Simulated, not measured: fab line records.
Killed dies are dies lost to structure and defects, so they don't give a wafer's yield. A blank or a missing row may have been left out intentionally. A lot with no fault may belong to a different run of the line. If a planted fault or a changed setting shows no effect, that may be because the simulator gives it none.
Matching of chambers / flow sky130 / cmp-02 running SKY_VIA1_CMP_02: 3 sister chambers
The step polishes SiO2. 14 wafers are shown with their chamber, then 5 later ones without.

## WAFERS PAIRED WITH THEIR CHAMBERS
wafer=L296.2; chamber=1; motor-current-A (A)=12.3
wafer=L296.4; chamber=2; motor-current-A (A)=10.5
wafer=L296.5; chamber=0; motor-current-A (A)=12.2
wafer=L297.3; chamber=0; motor-current-A (A)=12.4
wafer=L297.4; chamber=1; motor-current-A (A)=12.7
wafer=L297.6; chamber=1; motor-current-A (A)=12.4
wafer=L299.2; chamber=1; motor-current-A (A)=12.0
wafer=L299.4; chamber=0; motor-current-A (A)=12.0
wafer=L299.6; chamber=1; motor-current-A (A)=12.2
wafer=L300.3; chamber=1; motor-current-A (A)=11.9
wafer=L300.5; chamber=1; motor-current-A (A)=12.6
wafer=L300.6; chamber=2; motor-current-A (A)=10.0
wafer=L302.2; chamber=2; motor-current-A (A)=9.7
wafer=L302.3; chamber=1; motor-current-A (A)=11.8

SIGNATURES (means of the wafers above)
reading=motor-current-A; chamber 0=12.200; chamber 1=12.238; chamber 2=10.067; scatter within a chamber=0.323
Rule: a wafer lies at a distance from a chamber equal to the root of the sum of squares, over the readings, of (its reading less the chamber's mean, divided by the reading's scatter). If the next closest chamber is less than 2 further off than the closest, the wafer can't be placed; otherwise it belongs to the closest. The scatter: take each reading less its chamber's mean, square it, sum over the shown wafers, divide by the number of wafers less the number of chambers, and take the root.

## WAFERS WITHOUT THEIR CHAMBER
wafer=L302.5; motor-current-A (A)=12.5
wafer=L301.1; motor-current-A (A)=10.1
wafer=L301.2; motor-current-A (A)=12.7
wafer=L312.2; motor-current-A (A)=10.7
wafer=L312.5; motor-current-A (A)=10.3

## EACH ONE'S CHAMBER
wafer=L302.5; from the rows above=can't be placed: 1 or 0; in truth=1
wafer=L301.1; from the rows above=2; in truth=2
wafer=L301.2; from the rows above=can't be placed: 1 or 0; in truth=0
wafer=L312.2; from the rows above=2; in truth=2
wafer=L312.5; from the rows above=2; in truth=2
Correct placement for 3 of the 5. These rows do not allow placing 2 (true chamber among the candidates in 2). Placed wrongly: 0.
